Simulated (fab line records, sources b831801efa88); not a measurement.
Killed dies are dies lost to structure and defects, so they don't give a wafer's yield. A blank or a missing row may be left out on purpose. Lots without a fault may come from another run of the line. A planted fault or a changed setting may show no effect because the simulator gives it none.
Which tool did it? | flow gf180mcu | 12 lots, 35 wafers sampled, at 5 steps of a route of 602

WHAT THE GAUGES READ, wafer by wafer
GF_V5_BOW_MEAS_05.
lot  | measured     | on            | V5_BOW (um)
L907 | day 26 08:26 | film_metro-04 | 144 140 125
L910 | day 27 11:35 | film_metro-03 | 131 137 133
L911 | day 27 16:33 | film_metro-02 | 141 136 144
L912 | day 28 01:31 | film_metro-02 | 141 155 142
L913 | day 28 06:08 | film_metro-04 | 142 127 148
L914 | day 28 16:07 | film_metro-04 | 141 119 141
L920 | day 30 12:31 | film_metro-02 | 127 139 133
L921 | day 30 16:58 | film_metro-02 | 124 128
L922 | day 31 00:13 | film_metro-04 | 124 123 124
L926 | day 31 22:54 | film_metro-04 | 133 128 129
L928 | day 32 14:25 | film_metro-02 | 137 140 135
L929 | day 32 16:41 | film_metro-02 | 143 147 139

GF_PASSIVATION_THK_MEAS_01.
lot  | measured     | on            | PASSIVATION_CVD_00_THK (nm)
L907 | day 28 03:01 | film_metro-01 | 1001 1014 1007
L910 | day 29 05:46 | film_metro-03 | 987 1017 1012
L911 | day 29 09:53 | film_metro-03 | 986 983 1023
L912 | day 29 17:35 | film_metro-04 | 985 993 1011
L913 | day 29 21:59 | film_metro-01 | 990 1015 1002
L914 | day 30 08:06 | film_metro-04 | 1006 1000 997
L920 | day 32 01:46 | film_metro-04 | 982 1016 1006
L921 | day 32 05:46 | film_metro-01 | 997 1016
L922 | day 32 13:32 | film_metro-04 | 997 1002 993
L926 | day 33 10:11 | film_metro-04 | 997 1007 1023
L928 | day 34 00:22 | film_metro-04 | 1015 994 1025
L929 | day 34 02:48 | film_metro-03 | 1005 989 1002

GF_PASSIVATION_THK_MEAS_03.
lot  | measured     | on            | PASSIVATION_CVD_02_THK (nm)
L907 | day 28 03:22 | film_metro-03 | 701 710 703
L910 | day 29 06:06 | film_metro-01 | 693 712 702
L911 | day 29 10:14 | film_metro-04 | 703 697 714
L912 | day 29 17:55 | film_metro-03 | 706 700 718
L913 | day 29 22:20 | film_metro-03 | 689 711 695
L914 | day 30 08:27 | film_metro-04 | 711 713 706
L920 | day 32 02:07 | film_metro-01 | 707 708 714
L921 | day 32 06:07 | film_metro-03 | 1204 703
L922 | day 32 13:53 | film_metro-01 | 690 708 696
L926 | day 33 10:32 | film_metro-01 | 699 716 707
L928 | day 34 00:43 | film_metro-04 | 699 698 719
L929 | day 34 03:08 | film_metro-01 | 702 709 699

WHICH TOOL RAN EACH LOT (tool, then ch and the chambers of the sampled wafers, then the start)
lot  | GF_V5_SPUTTER_21             | GF_PASSIVATION_CVD_02
L907 | pvd_sputter-04, day 27 05:33 | pecvd-02 ch 0,1, day 28 03:04
L910 | pvd_sputter-04, day 28 08:16 | pecvd-01 ch 1,2, day 29 05:48
L911 | pvd_sputter-01, day 28 13:17 | pecvd-02 ch 0,1,2, day 29 09:56
L912 | pvd_sputter-02, day 28 21:04 | pecvd-02 ch 0,1, day 29 17:38
L913 | pvd_sputter-01, day 29 01:56 | pecvd-04 ch 0,1, day 29 22:03
L914 | pvd_sputter-01, day 29 12:04 | pecvd-04 ch 0,1,2, day 30 08:16
L920 | pvd_sputter-02, day 31 07:02 | pecvd-04 ch 0,1,2, day 32 01:48
L921 | pvd_sputter-01, day 31 11:23 | pecvd-04 ch 0,2, day 32 05:50
L922 | pvd_sputter-02, day 31 18:40 | pecvd-01 ch 0,1,2, day 32 13:36
L926 | pvd_sputter-02, day 32 17:00 | pecvd-01 ch 0,2, day 33 10:15
L928 | pvd_sputter-01, day 33 07:17 | pecvd-02 ch 0,1, day 34 00:25
L929 | pvd_sputter-04, day 33 09:13 | pecvd-02 ch 0,1,2, day 34 02:51
- GF_V5_SPUTTER_21: material Ti, target thk 15 nm, time 80.02 s.
- GF_PASSIVATION_CVD_02: deposits Si3N4, target thk 700 nm, time 486.18 s.

WHAT THE TOOLS THEMSELVES READ (means of the sampled wafers that have a number; where no wafer has one, the mark that the record gives instead)
GF_V5_SPUTTER_21.
lot  | tool           | cathode_dc_power_W (W) | chamber_pressure_pa (Pa) | throttle_valve_pct (%)
L907 | pvd_sputter-04 | 2500.4                 | 5.000                    | 30.4
L910 | pvd_sputter-04 | 2500.1                 | 5.007                    | 30.1
L911 | pvd_sputter-01 | 2500.5                 | 5.001                    | 30.3
L912 | pvd_sputter-02 | 2499.9                 | 5.001                    | 29.6
L913 | pvd_sputter-01 | 2500.2                 | 5.009                    | 30.3
L914 | pvd_sputter-01 | 2500.2                 | 5.003                    | 30.6
L920 | pvd_sputter-02 | 2499.9                 | 5.001                    | 30.5
L921 | pvd_sputter-01 | 2500.1                 | 4.995                    | 30.6
L922 | pvd_sputter-02 | 2499.8                 | 4.991                    | 30.3
L926 | pvd_sputter-02 | 2500.1                 | 5.000                    | 30.6
L928 | pvd_sputter-01 | 2499.9                 | 4.994                    | 30.5
L929 | pvd_sputter-04 | 2500.0                 | 5.009                    | 30.9

GF_PASSIVATION_CVD_02.
lot  | tool     | heater_power_w (W)
L907 | pecvd-02 | 707
L910 | pecvd-01 | 693
L911 | pecvd-02 | 816
L912 | pecvd-02 | 768
L913 | pecvd-04 | 752
L914 | pecvd-04 | 734
L920 | pecvd-04 | 677
L921 | pecvd-04 | 678
L922 | pecvd-01 | 635
L926 | pecvd-01 | 620
L928 | pecvd-02 | 762
L929 | pecvd-02 | 758

THE ANSWER, worked out from the rows above alone
Rule: what is usual is taken from the lots themselves. Put in order of their means at a reading, lots are off if they are a third of the lots or fewer, leave a main group of 4 or more, and stand apart from it by a gap of 3 or more times the standard deviation of the main group's means; of several such gaps the widest counts. A main group whose means are all the same, to the digits that the tables above print for the reading, isn't used. A lot without any number at a reading at which 4 lots or more have one is off too. The other lots that the step has rows for count as sound. The gauges are gone through in route order, then the tools' own readings, and for those a lot's mean is taken as printed above. The first step at which some lot is off is used, and at that step the reading that is off furthest; a lot without a number counts as furthest.
Off: L921, at GF_PASSIVATION_THK_MEAS_03 (PASSIVATION_CVD_02_THK). The main group: mean 705 nm, standard deviation 3.9.
A tool fits if, at a process step before that reading, it ran every lot that is off, and no sound lot after the first of them. The gauges at GF_PASSIVATION_THK_MEAS_03 are tried like those tools. Can't be told from this: 2 tools fit, pecvd-04 at GF_PASSIVATION_CVD_02, film_metro-03 at GF_PASSIVATION_THK_MEAS_03.

WHAT THE SIMULATOR HAD PUT IN
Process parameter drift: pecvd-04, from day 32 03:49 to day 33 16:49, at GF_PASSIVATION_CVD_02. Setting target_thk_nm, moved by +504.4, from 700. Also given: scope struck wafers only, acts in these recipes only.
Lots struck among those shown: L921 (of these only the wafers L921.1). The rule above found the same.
